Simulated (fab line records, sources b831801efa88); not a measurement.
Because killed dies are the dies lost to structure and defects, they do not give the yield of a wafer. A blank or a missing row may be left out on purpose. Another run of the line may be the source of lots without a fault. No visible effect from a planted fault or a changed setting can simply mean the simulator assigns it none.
Check of tool commonality || flow gf180mcu || 36 wafers sampled across 12 lots

WHY THIS WAS OPENED
GF_MVPSD_TW_MEAS_11, reading MVPSD_TW: flagged on 3 of 12 lots. Fault-free wafers read 561, with a standard deviation of 4.8.
Rule: a lot gets a flag if all its wafers with a number sit over 4 standard deviations from that mean, or if no wafer of it has a number. The other lots count as sound.

{"lot": "L842", "measured": "day 4 21:54", "on": "filmMetro-03", "MVPSD_TW, wafer by wafer": "567 567 564", "flag": ""}
{"lot": "L845", "measured": "day 5 18:09", "on": "filmMetro-03", "MVPSD_TW, wafer by wafer": "557 560 559", "flag": ""}
{"lot": "L847", "measured": "day 6 05:31", "on": "filmMetro-03", "MVPSD_TW, wafer by wafer": "595 592 592", "flag": "FLAGGED"}
{"lot": "L848", "measured": "day 6 12:40", "on": "filmMetro-04", "MVPSD_TW, wafer by wafer": "595 592 596", "flag": "FLAGGED"}
{"lot": "L851", "measured": "day 7 07:28", "on": "filmMetro-04", "MVPSD_TW, wafer by wafer": "596 597 594", "flag": "FLAGGED"}
{"lot": "L852", "measured": "day 7 16:00", "on": "filmMetro-03", "MVPSD_TW, wafer by wafer": "564 562 563", "flag": ""}
{"lot": "L854", "measured": "day 8 01:36", "on": "filmMetro-01", "MVPSD_TW, wafer by wafer": "557 555 555", "flag": ""}
{"lot": "L859", "measured": "day 9 06:56", "on": "filmMetro-03", "MVPSD_TW, wafer by wafer": "568 565 566", "flag": ""}
{"lot": "L861", "measured": "day 9 17:38", "on": "filmMetro-04", "MVPSD_TW, wafer by wafer": "565 566 565", "flag": ""}
{"lot": "L863", "measured": "day 10 08:42", "on": "filmMetro-01", "MVPSD_TW, wafer by wafer": "556 555 557", "flag": ""}
{"lot": "L864", "measured": "day 10 10:55", "on": "filmMetro-04", "MVPSD_TW, wafer by wafer": "569 569 568", "flag": ""}
{"lot": "L865", "measured": "day 10 18:13", "on": "filmMetro-01", "MVPSD_TW, wafer by wafer": "556 560 557", "flag": ""}
On average the flagged lots' numbers are 594, which is +33 against the usual, or +7 standard deviations.

EACH LOT AND THE TOOL IT RAN ON
Before the reading, the record contains 3 process steps out of a 602-step route. Cell contents, in order: the tool; ch with the chambers the sampled wafers went through; the start.
{"lot": "L842", "flag": "", "GF_STI_ETCH_14": "rieSi-02 ch 0,1,2, day 2 01:55", "GF_DNWELL_STRIP_08": "plasmaAsher-02 ch 0,1, day 2 18:46", "GF_MVPSD_IMPLANT_09": "implanter-03 ch 0, day 4 21:39"}
{"lot": "L845", "flag": "", "GF_STI_ETCH_14": "rieSi-01 ch 1,2,3, day 2 16:55", "GF_DNWELL_STRIP_08": "plasmaAsher-02 ch 0,1, day 3 10:04", "GF_MVPSD_IMPLANT_09": "implanter-03 ch 0, day 5 17:54"}
{"lot": "L847", "flag": "FLAGGED", "GF_STI_ETCH_14": "rieSi-02 ch 2,3, day 3 05:20", "GF_DNWELL_STRIP_08": "plasmaAsher-02 ch 0,1, day 3 22:10", "GF_MVPSD_IMPLANT_09": "implanter-01 ch 0, day 6 04:58"}
{"lot": "L848", "flag": "FLAGGED", "GF_STI_ETCH_14": "rieSi-01 ch 0,3, day 3 08:34", "GF_DNWELL_STRIP_08": "plasmaAsher-03 ch 0,1, day 4 03:22", "GF_MVPSD_IMPLANT_09": "implanter-04 ch 0, day 6 12:06 and implanter-01 ch 0, day 6 12:25"}
{"lot": "L851", "flag": "FLAGGED", "GF_STI_ETCH_14": "rieSi-01 ch 2,3, day 4 00:49", "GF_DNWELL_STRIP_08": "plasmaAsher-03 ch 0,1, day 4 19:31", "GF_MVPSD_IMPLANT_09": "implanter-04 ch 0, day 7 06:48"}
{"lot": "L852", "flag": "", "GF_STI_ETCH_14": "rieSi-01 ch 0,3, day 4 09:08", "GF_DNWELL_STRIP_08": "plasmaAsher-01 ch 0,1, day 5 03:31", "GF_MVPSD_IMPLANT_09": "implanter-04 ch 0, day 7 15:45"}
{"lot": "L854", "flag": "", "GF_STI_ETCH_14": "rieSi-02 ch 0,1,3, day 4 15:17", "GF_DNWELL_STRIP_08": "plasmaAsher-03 ch 0,1, day 5 11:28", "GF_MVPSD_IMPLANT_09": "implanter-04 ch 0, day 8 01:21"}
{"lot": "L859", "flag": "", "GF_STI_ETCH_14": "rieSi-01 ch 0,1, day 5 16:40", "GF_DNWELL_STRIP_08": "plasmaAsher-03 ch 0,1, day 6 12:37", "GF_MVPSD_IMPLANT_09": "implanter-03 ch 0, day 9 06:39"}
{"lot": "L861", "flag": "", "GF_STI_ETCH_14": "rieSi-01 ch 0,2,3, day 6 02:56", "GF_DNWELL_STRIP_08": "plasmaAsher-01 ch 0,1, day 6 22:06", "GF_MVPSD_IMPLANT_09": "implanter-04 ch 0, day 9 17:25"}
{"lot": "L863", "flag": "", "GF_STI_ETCH_14": "rieSi-02 ch 1,2, day 6 15:07", "GF_DNWELL_STRIP_08": "plasmaAsher-03 ch 0,1, day 7 10:58", "GF_MVPSD_IMPLANT_09": "implanter-03 ch 0, day 10 08:27"}
{"lot": "L864", "flag": "", "GF_STI_ETCH_14": "rieSi-02 ch 0,1,2, day 6 19:22", "GF_DNWELL_STRIP_08": "plasmaAsher-03 ch 0,1, day 7 15:16", "GF_MVPSD_IMPLANT_09": "implanter-03 ch 0, day 10 10:40"}
{"lot": "L865", "flag": "", "GF_STI_ETCH_14": "rieSi-01 ch 0,1, day 6 22:34", "GF_DNWELL_STRIP_08": "plasmaAsher-02 ch 0,1, day 7 20:00", "GF_MVPSD_IMPLANT_09": "implanter-04 ch 0, day 10 18:00"}
What is done by these steps:
- GF_STI_ETCH_14: etches Si in HBr/Cl2/O2, target depth 360 nm, time 102.9 s.
- GF_DNWELL_STRIP_08: strips in O2/N2.
- GF_MVPSD_IMPLANT_09
- GF_MVPSD_TW_MEAS_11

FLAGGED OVER TOTAL, TOOL BY TOOL (the gauges that took the reading come last)
{"step": "GF_STI_ETCH_14", "tool": "rieSi-01", "lots run": 7, "flagged": 2, "share of the flagged lots": "some", "sound lots run after its first flagged lot": "4 (L852,L859,L861,L865)"}
{"step": "GF_STI_ETCH_14", "tool": "rieSi-02", "lots run": 5, "flagged": 1, "share of the flagged lots": "some", "sound lots run after its first flagged lot": "3 (L854,L863,L864)"}
{"step": "GF_DNWELL_STRIP_08", "tool": "plasmaAsher-01", "lots run": 2, "flagged": 0, "share of the flagged lots": "none", "sound lots run after its first flagged lot": "-"}
{"step": "GF_DNWELL_STRIP_08", "tool": "plasmaAsher-02", "lots run": 4, "flagged": 1, "share of the flagged lots": "some", "sound lots run after its first flagged lot": "1 (L865)"}
{"step": "GF_DNWELL_STRIP_08", "tool": "plasmaAsher-03", "lots run": 6, "flagged": 2, "share of the flagged lots": "some", "sound lots run after its first flagged lot": "4 (L854,L859,L863,L864)"}
{"step": "GF_MVPSD_IMPLANT_09", "tool": "implanter-01", "lots run": 2, "flagged": 2, "share of the flagged lots": "some", "sound lots run after its first flagged lot": 0}
{"step": "GF_MVPSD_IMPLANT_09", "tool": "implanter-03", "lots run": 5, "flagged": 0, "share of the flagged lots": "none", "sound lots run after its first flagged lot": "-"}
{"step": "GF_MVPSD_IMPLANT_09", "tool": "implanter-04", "lots run": 6, "flagged": 2, "share of the flagged lots": "some", "sound lots run after its first flagged lot": "4 (L852,L854,L861,L865)"}
{"step": "GF_MVPSD_TW_MEAS_11", "tool": "filmMetro-01", "lots run": 3, "flagged": 0, "share of the flagged lots": "none", "sound lots run after its first flagged lot": "-"}
{"step": "GF_MVPSD_TW_MEAS_11", "tool": "filmMetro-03", "lots run": 5, "flagged": 1, "share of the flagged lots": "some", "sound lots run after its first flagged lot": "2 (L852,L859)"}
{"step": "GF_MVPSD_TW_MEAS_11", "tool": "filmMetro-04", "lots run": 4, "flagged": 2, "share of the flagged lots": "some", "sound lots run after its first flagged lot": "2 (L861,L864)"}

WHAT THE TABLE PERMITS
No row of the table ran every flagged lot.

WHAT HAD BEEN PUT IN BY THE SIMULATOR
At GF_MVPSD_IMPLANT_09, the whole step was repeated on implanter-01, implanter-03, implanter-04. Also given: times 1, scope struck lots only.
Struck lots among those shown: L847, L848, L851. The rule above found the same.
